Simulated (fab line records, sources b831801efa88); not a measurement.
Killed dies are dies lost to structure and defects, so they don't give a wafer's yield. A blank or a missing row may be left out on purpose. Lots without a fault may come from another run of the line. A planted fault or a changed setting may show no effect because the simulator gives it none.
fab line records | flow sky130 | part 2 of 2: steps 25 to 34 of 34
record lots=5 wafers=15 last_day=50
route steps=708 shown VIA1@466 METAL2@483
lots that met no fault: from a run of the same line without faults
start_h: hours from the record's first day to the start of the lot's first wafer shown | wait_h: hours since the lot's step before | " the same as in the row above | L1.1+2: a row that stands for several wafers | - no value, or no start given | * or withheld: withheld | < > ~ a bound
route shown NAME@n: a module of which the file shows steps, and the number in the route of the first | usual: mean/standard deviation of fault-free wafers | same: alike in all rows | chamber/n: place in a boat | sites: the reading at each site | _std_site: their standard deviation | _edge_site: outer sites' mean less inner sites' | radius_mm: how far each site lies from the wafer's centre | mask NAME#n: copy n | behind: the tool/chamber that last shaped the wafer | hold: why the lot was held/for how many hours/how that ended | device: the transistor (n, p or np) that didn't switch | end of line: the same wafers' tests at the end of the route | a step without rows: its recipe alone | killed: dies lost to structure and defects at the first sort, not the wafer's yield | map: a wafer's dies, x killed, . not, _ none there
set.NAME: the setting as run; set.NAME@STEP: as run at that earlier step | model.NAME: the simulator's own value behind a step, which no gauge read
lots at some steps of the route; a table a step, a row a wafer
services: from which hour (start_h, from the record's first day; less than 0 if before it) a tool's chamber was out of use, for how many hours, and why
## steps
# step SKY_METAL2_DEHYDRATE_07
# recipe temp_c=200 time_s=60
# usual chill_plate_temp_C=23.00/0.087 exhaust_pa=44.9/0.88
# columns lot.wafer tool chamber start_h wait_h chill_plate_temp_C exhaust_pa
L075.2 litho_track-03 0 805.10 12.3 23.11 45.7
L075.3 " 0 " " 23.06 43.9
L075.4 " 0 " " 23.16 45.7
L081.2 litho_track-04 0 865.89 12.4 23.02 44.6
L081.4 " 0 " " 22.99 44.1
L081.5 " 0 " " 23.06 44.5
L083.1 litho_track-04 0 872.21 12.0 23.08 46.0
L083.3 " 0 " " 23.12 45.7
L083.5 " 0 " " 23.16 42.9
L092.1 litho_track-04 0 928.31 11.5 22.90 43.9
L092.3 " 0 " " 22.98 44.4
L092.6 " 0 " " 22.85 42.0
L096.3 litho_track-04 0 961.51 11.5 22.88 45.4
L096.4 " 0 " " 22.98 45.2
L096.6 " 0 " " 22.96 47.2
# step SKY_METAL2_HMDS_08
# recipe prime_time_s=60 prime_temp_c=120
# usual chill_plate_temp_C=23.00/0.097 exhaust_pa=45.1/0.98
# columns lot.wafer tool chamber start_h wait_h chill_plate_temp_C exhaust_pa
L075.2 litho_track-03 0 805.25 0.1 22.91 45.3
L075.3 " 0 " " 22.78 45.9
L075.4 " 0 " " 22.85 44.4
L081.2 litho_track-04 0 866.04 0.1 22.93 46.1
L081.4 " 0 " " 22.96 45.4
L081.5 " 0 " " 22.97 47.0
L083.1 litho_track-04 0 872.36 0.1 22.97 47.4
L083.3 " 0 " " 22.83 46.9
L083.5 " 0 " " 23.02 45.9
L092.1 litho_track-04 0 928.46 0.1 23.11 43.2
L092.3 " 0 " " 23.18 45.3
L092.6 " 0 " " 23.03 44.4
L096.3 litho_track-04 0 961.66 0.1 22.96 44.1
L096.4 " 0 " " 23.04 45.6
L096.6 " 0 " " 22.94 46.2
# step SKY_METAL2_COAT_09
# recipe resist=BARC temp_c=withheld time_s=withheld spin_rpm=3000 resist_thk_nm=60
# usual chill_plate_temp_C=* exhaust_pa=45.1/0.86
# columns lot.wafer tool chamber start_h wait_h chill_plate_temp_C exhaust_pa
L075.2 litho_track-03 0 805.40 0.1 * 45.4
L075.3 " 0 " " * 44.3
L075.4 " 0 " " * 44.6
L081.2 litho_track-04 0 866.19 0.1 * 43.2
L081.4 " 0 " " * 44.8
L081.5 " 0 " " * 44.8
L083.1 litho_track-04 0 872.51 0.1 * 45.7
L083.3 " 0 " " * 45.8
L083.5 " 0 " " * 45.3
L092.1 litho_track-04 0 928.61 0.1 * 44.2
L092.3 " 0 " " * 43.4
L092.6 " 0 " " * 44.7
L096.3 litho_track-04 0 961.81 0.1 * 46.2
L096.4 " 0 " " * 45.6
L096.6 " 0 " " * 44.8
# step SKY_METAL2_COAT_10
# recipe resist=KrF-thick spin_rpm=3000 resist_thk_nm=450
# usual chill_plate_temp_C=22.99/0.12 exhaust_pa=45.1/0.92
# columns lot.wafer tool chamber start_h wait_h chill_plate_temp_C exhaust_pa
L075.2 litho_track-03 0 - - 23.02 43.1
L075.3 " 0 " " 22.83 44.4
L075.4 " 0 " " 22.78 45.1
L081.2 litho_track-04 0 - - 23.12 45.3
L081.4 " 0 " " 23.16 44.2
L081.5 " 0 " " 23.07 45.8
L083.1 litho_track-04 0 - - 22.98 43.1
L083.3 " 0 " " 22.88 44.2
L083.5 " 0 " " 22.78 43.7
L092.1 litho_track-04 0 - - 22.83 45.4
L092.3 " 0 " " 22.94 44.4
L092.6 " 0 " " 23.05 44.9
L096.3 litho_track-04 0 - - 22.94 46.2
L096.4 " 0 " " 22.95 45.8
L096.6 " 0 " " 22.85 45.4
# step SKY_METAL2_SOFTBAKE_11
# recipe temp_c=100 time_s=90 resist=KrF-thick
# usual chill_plate_temp_C=22.98/0.11 exhaust_pa=45.1/0.91
# columns lot.wafer tool chamber start_h wait_h chill_plate_temp_C exhaust_pa
L075.2 litho_track-03 0 - - 22.97 44.0
L075.3 " 0 " " 22.98 43.9
L075.4 " 0 " " 23.08 44.9
L081.2 litho_track-04 0 - - 23.23 45.2
L081.4 " 0 " " 23.28 45.9
L081.5 " 0 " " 23.17 47.0
L083.1 litho_track-04 0 - - 23.03 47.1
L083.3 " 0 " " 22.81 46.1
L083.5 " 0 " " 22.93 46.7
L092.1 litho_track-04 0 - - 22.81 45.8
L092.3 " 0 " " 23.03 45.2
L092.6 " 0 " " 23.05 45.9
L096.3 litho_track-04 0 - - 22.91 44.9
L096.4 " 0 " " 22.79 44.9
L096.6 " 0 " " 23.04 44.4
# step SKY_METAL2_EXPOSE_12
# recipe mask_id=MM2 na=0.8 source_shape=annular sigma_inner=0.55 sigma_outer=0.85 target_cd_nm=140 dose_mj=28
# usual exposure_dose_mJ_cm2=27.980/0.026
# columns lot.wafer tool chamber start_h wait_h mask exposure_dose_mJ_cm2
L075.2 krf_scanner-01 0 - - MM2#0 27.960
L075.3 " 0 " " MM2#0 27.936
L075.4 " 0 " " MM2#0 27.970
L081.2 krf_scanner-02 0 - - MM2#0 27.980
L081.4 " 0 " " MM2#0 27.972
L081.5 " 0 " " MM2#0 27.978
L083.1 krf_scanner-02 0 - - MM2#0 27.934
L083.3 " 0 " " MM2#0 27.969
L083.5 " 0 " " MM2#0 27.963
L092.1 krf_scanner-02 0 - - MM2#0 27.978
L092.3 " 0 " " MM2#0 28.011
L092.6 " 0 " " MM2#0 27.989
L096.3 krf_scanner-01 0 - - MM2#0 27.961
L096.4 " 0 " " MM2#0 27.953
L096.6 " 0 " " MM2#0 27.944
# step SKY_METAL2_PEB_13
# recipe peb_temp_c=withheld peb_time_s=withheld resist=KrF-thick
# usual chill_plate_temp_C=* exhaust_pa=44.8/0.83
# columns lot.wafer tool chamber start_h wait_h chill_plate_temp_C exhaust_pa
L075.2 litho_track-03 0 - - * 44.9
L075.3 " 0 " " * 45.4
L075.4 " 0 " " * 45.4
L081.2 litho_track-02 0 - - * 44.2
L081.4 " 0 " " * 44.9
L081.5 " 0 " " * 44.4
L083.1 litho_track-04 0 - - * 43.9
L083.3 " 0 " " * 45.3
L083.5 " 0 " " * 44.9
L092.1 litho_track-03 0 - - * 42.4
L092.3 " 0 " " * 45.0
L092.6 " 0 " " * 46.3
L096.3 litho_track-02 0 - - * 46.1
L096.4 " 0 " " * 45.7
L096.6 " 0 " " * 46.1
# step SKY_METAL2_DEVELOP_14
# recipe develop_time_s=60 resist=KrF-thick dev_temp_c=21
# usual chill_plate_temp_C=23.00/0.1 exhaust_pa=45.0/0.82
# columns lot.wafer tool chamber start_h wait_h chill_plate_temp_C exhaust_pa
L075.2 litho_track-03 0 - - 23.05 45.7
L075.3 " 0 " " 22.96 45.4
L075.4 " 0 " " 22.90 45.0
L081.2 litho_track-02 0 - - 23.00 44.4
L081.4 " 0 " " 22.95 46.0
L081.5 " 0 " " 23.01 43.5
L083.1 litho_track-04 0 - - 23.16 46.5
L083.3 " 0 " " 23.15 45.3
L083.5 " 0 " " 23.09 45.9
L092.1 litho_track-03 0 - - 22.96 44.7
L092.3 " 0 " " 23.02 44.5
L092.6 " 0 " " 23.15 44.4
L096.3 litho_track-02 0 - - 22.97 44.3
L096.4 " 0 " " 22.94 44.7
L096.6 " 0 " " 22.99 44.5
# step SKY_METAL2_CD_MEAS_15
# recipe target_cd_nm=140
# usual cd_nm=139.3/1.6
# columns lot.wafer tool chamber start_h wait_h cd_nm
L075.2 cd_sem-01 - 818.45 - 141.1
L075.3 " - " " 142.1
L075.4 " - " " 139.7
L081.2 cd_sem-01 - 879.34 - 139.6
L081.4 " - " " 140.1
L081.5 " - " " 137.7
L083.1 cd_sem-02 - 885.71 - 140.4
L083.3 " - " " 140.8
L083.5 " - " " 141.1
L092.1 cd_sem-02 - 941.03 - 139.1
L092.3 " - " " 140.1
L092.6 " - " " 139.8
L096.3 cd_sem-01 - 973.61 - 139.7
L096.4 " - " " 139.4
L096.6 " - " " 138.8
# step SKY_METAL2_OVL_MEAS_16
# usual METAL2_OVL=-2/5.5
# columns lot.wafer tool chamber start_h wait_h METAL2_OVL[nm]
L075.2 overlay-01 - 818.58 0.1 -7
L075.3 " - " " 7
L075.4 " - " " 1
L081.2 overlay-02 - 879.45 0.1 -7
L081.4 " - " " -1
L081.5 " - " " -6
L083.1 overlay-01 - 885.83 0.1 -8
L083.3 " - " " -5
L083.5 " - " " -6
L092.1 overlay-01 - 941.15 0.1 -8
L092.3 " - " " -8
L092.6 " - " " -10
L096.3 overlay-02 - 973.70 0.1 -5
L096.4 " - " " -13
L096.6 " - " " -9
## services
# columns tool chamber start_h hours kind
pvd_sputter-02 - 753.55 4.1 repair
krf_scanner-01 - 760.68 1.0 pm
rie_diel-04 2 760.79 18.6 repair
pvd_sputter-03 - 766.28 2.5 repair
krf_scanner-02 - 777.05 0.8 pm
cvd_w-01 - 785.82 1.2 repair
rie_diel-04 3 789.09 14.9 repair
rie_diel-04 1 794.86 6.4 repair
krf_scanner-02 - 796.63 4.4 pm
pvd_sputter-04 - 802.01 10.5 repair
rie_diel-04 1 809.34 2.4 repair
krf_scanner-01 - 822.93 1.3 pm
rie_diel-04 - 830.93 2.8 pm
krf_scanner-01 - 833.75 3.6 pm
rie_diel-04 0 848.70 8.2 repair
pvd_sputter-04 - 854.81 2.0 repair
wet_bench-02 - 866.43 7.3 repair
pvd_sputter-01 - 877.90 3.2 repair
krf_scanner-02 - 885.13 1.3 pm
pvd_sputter-01 - 901.31 6.1 repair
pvd_sputter-02 - 903.64 2.6 repair
krf_scanner-02 - 910.03 1.0 pm
rie_diel-04 1 921.61 5.1 repair
krf_scanner-02 - 945.95 0.8 pm
